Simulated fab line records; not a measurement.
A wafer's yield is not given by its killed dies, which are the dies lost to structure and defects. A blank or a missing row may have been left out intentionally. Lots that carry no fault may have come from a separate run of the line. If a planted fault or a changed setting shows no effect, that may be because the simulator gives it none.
The tool behind it: which one?	flow gf180mcu	37 wafers from 13 lots sampled at 5 of the route's 602 steps

WHAT EACH GAUGE READ, for each wafer
GF_POLY_GATE_OVL_MEAS_11.
lot	measured	on	POLY_GATE_OVL (nm)
L194	day 9 05:29	overlay-01	5 9 7
L195	day 9 11:03	overlay-02	-5 -5 4
L196	day 9 19:08	overlay-02	2 3 4
L198	day 10 09:05	overlay-01	0 -2 1
L199	day 10 15:28	overlay-01	5 3 9
L201	day 11 08:42	overlay-02	1 1 3
L203	day 12 00:09	overlay-02	7 6 9
L204	day 12 03:12	overlay-01	1 -5 -1
L205	day 12 10:47	overlay-01	-1 -5
L206	day 12 18:02	overlay-01	4 8
L213	day 14 21:15	overlay-02	6 4 0
L214	day 15 02:14	overlay-02	-6 -1 4
L217	day 16 05:14	overlay-01	3 4 9

GF_HV_LDD_CD_MEAS_19: target cd 400 nm.
lot	measured	on	cd-nm (nm)
L194	day 10 18:41	cd-sem-01	400.1 400.8 398.6
L195	day 11 00:53	cd-sem-01	399.0 402.8 400.8
L196	day 11 09:50	cd-sem-02	403.8 402.7 404.6
L198	day 12 00:25	cd-sem-01	396.0 394.5 397.2
L199	day 12 06:42	cd-sem-01	397.5 399.3 397.7
L201	day 13 00:47	cd-sem-02	399.1 401.3 399.8
L203	day 13 17:15	cd-sem-01	400.6 399.0 398.1
L204	day 13 21:28	cd-sem-01	398.7 400.3 398.6
L205	day 14 05:07	cd-sem-02	400.1 400.9
L206	day 14 13:05	cd-sem-01	402.6 400.7
L213	day 16 18:07	cd-sem-01	400.1 401.9 401.5
L214	day 16 23:37	cd-sem-02	401.1 402.8 401.0
L217	day 18 05:14	cd-sem-01	400.6 398.8 400.6

GF_CONTACT_THK_MEAS_03.
lot	measured	on	CONTACT_CVD_02_THK (nm)
L194	day 15 04:11	film-metro-03	846 859 885
L195	day 15 10:19	film-metro-01	847 858 870
L196	day 15 22:10	film-metro-01	865 850 870
L198	day 16 14:49	film-metro-01	847 852 855
L199	day 16 21:32	film-metro-01	859 860 874
L201	day 17 22:02	film-metro-01	843 852 850
L203	day 18 13:05	film-metro-03	865 865 858
L204	day 18 19:56	film-metro-03	959 854 883
L205	day 19 03:05	film-metro-02	948 862
L206	day 19 12:12	film-metro-01	966 988
L213	day 21 23:09	film-metro-03	861 859 873
L214	day 22 04:02	film-metro-03	854 874 855
L217	day 23 10:24	film-metro-01	857 864 872

WHAT TOOL EACH LOT RAN ON (gives the tool, then ch and the chambers of the sampled wafers, and finally the start)
lot	GF_SALICIDE_RTA_06	GF_CONTACT_CVD_02
L194	rtp-anneal-02 ch 0, day 15 03:42	pecvd-04 ch 0,2, day 15 04:07
L195	rtp-anneal-01 ch 0, day 15 09:49	pecvd-03 ch 1,2, day 15 10:14
L196	rtp-anneal-02 ch 0, day 15 21:39	pecvd-03 ch 0,1,2, day 15 22:04
L198	rtp-anneal-02 ch 0, day 16 14:21	pecvd-02 ch 0,1,2, day 16 14:45
L199	rtp-anneal-02 ch 0, day 16 21:05	pecvd-04 ch 0,1,2, day 16 21:26
L201	rtp-anneal-01 ch 0, day 17 21:31	pecvd-04 ch 0,1, day 17 21:55
L203	rtp-anneal-01 ch 0, day 18 12:35	pecvd-04 ch 0,1, day 18 12:59
L204	rtp-anneal-01 ch 0, day 18 19:27	pecvd-04 ch 0,1,2, day 18 19:52
L205	rtp-anneal-01 ch 0, day 19 02:34	pecvd-04 ch 1, day 19 02:58
L206	rtp-anneal-02 ch 0, day 19 11:43	pecvd-04 ch 0,2, day 19 12:08
L213	rtp-anneal-02 ch 0, day 21 22:40	pecvd-03 ch 0,1,2, day 21 23:05
L214	rtp-anneal-02 ch 0, day 22 03:32	pecvd-02 ch 0,1, day 22 03:58
L217	rtp-anneal-02 ch 0, day 23 09:54	pecvd-03 ch 0,1, day 23 10:18
- GF_SALICIDE_RTA_06: time 30 s.
- GF_CONTACT_CVD_02: deposits SiO2 from TEOS, target thk 860 nm, time 95.992 s.

AS READ BY THE TOOLS THEMSELVES (means over the sampled wafers that have a number; for cases with no such wafer, the mark the record gives instead)
GF_SALICIDE_RTA_06.
lot	tool	lamp-power-pct (%)	wafer_temp_C_max
L194	rtp-anneal-02	6.72	533.1
L195	rtp-anneal-01	6.23	532.4
L196	rtp-anneal-02	6.73	532.8
L198	rtp-anneal-02	6.72	533.5
L199	rtp-anneal-02	6.72	533.3
L201	rtp-anneal-01	6.23	532.8
L203	rtp-anneal-01	6.23	532.9
L204	rtp-anneal-01	6.24	532.9
L205	rtp-anneal-01	6.23	532.6
L206	rtp-anneal-02	6.72	533.4
L213	rtp-anneal-02	6.72	532.8
L214	rtp-anneal-02	6.72	533.0
L217	rtp-anneal-02	6.72	533.4

GF_CONTACT_CVD_02.
lot	tool	heater-power-w (W)	susceptor-temp-C (C)
L194	pecvd-04	712	400.02
L195	pecvd-03	784	400.12
L196	pecvd-03	681	399.96
L198	pecvd-02	684	399.88
L199	pecvd-04	708	400.04
L201	pecvd-04	679	399.75
L203	pecvd-04	581	400.03
L204	pecvd-04	631	399.96
L205	pecvd-04	672	400.09
L206	pecvd-04	712	399.97
L213	pecvd-03	658	400.34
L214	pecvd-02	704	399.78
L217	pecvd-03	612	399.88

THE ANSWER, worked out from the rows above alone
Rule: the lots themselves supply what counts as usual. Put in order of their means at a reading, lots are off if they are a third of the lots or fewer, leave a main group of 4 or more, and stand apart from it by a gap of 3 or more times the standard deviation of the main group's means; of several such gaps the widest counts. A main group whose means are all the same, to the digits that the tables above print for the reading, isn't used. A lot without any number at a reading at which 4 lots or more have one is off too. The other lots that the step has rows for count as sound. After the gauges, taken in route order, come the tools' own readings; for these a lot's mean is taken, as printed above. The first step at which some lot is off is used, and at that step the reading that is off furthest; a lot without a number counts as furthest.
Off: at GF_CONTACT_THK_MEAS_03 (CONTACT_CVD_02_THK), L204, L205, L206. The main group: mean 860 nm, standard deviation 5.4.
If a tool, at a process step before that reading, ran all the lots that are off and no sound lot after the first of them, it fits. The gauges at GF_CONTACT_THK_MEAS_03 are tried like those tools. One fits: GF_CONTACT_CVD_02 on pecvd-04. Its last sound lot is L203 (day 18 12:59), its first lot that is off L204 (day 18 19:52): a fault that began between those two fits.

WHAT HAD BEEN PUT IN BY THE SIMULATOR
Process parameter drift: pecvd-04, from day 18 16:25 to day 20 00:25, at GF_CONTACT_CVD_02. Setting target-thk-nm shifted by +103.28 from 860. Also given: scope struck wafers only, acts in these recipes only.
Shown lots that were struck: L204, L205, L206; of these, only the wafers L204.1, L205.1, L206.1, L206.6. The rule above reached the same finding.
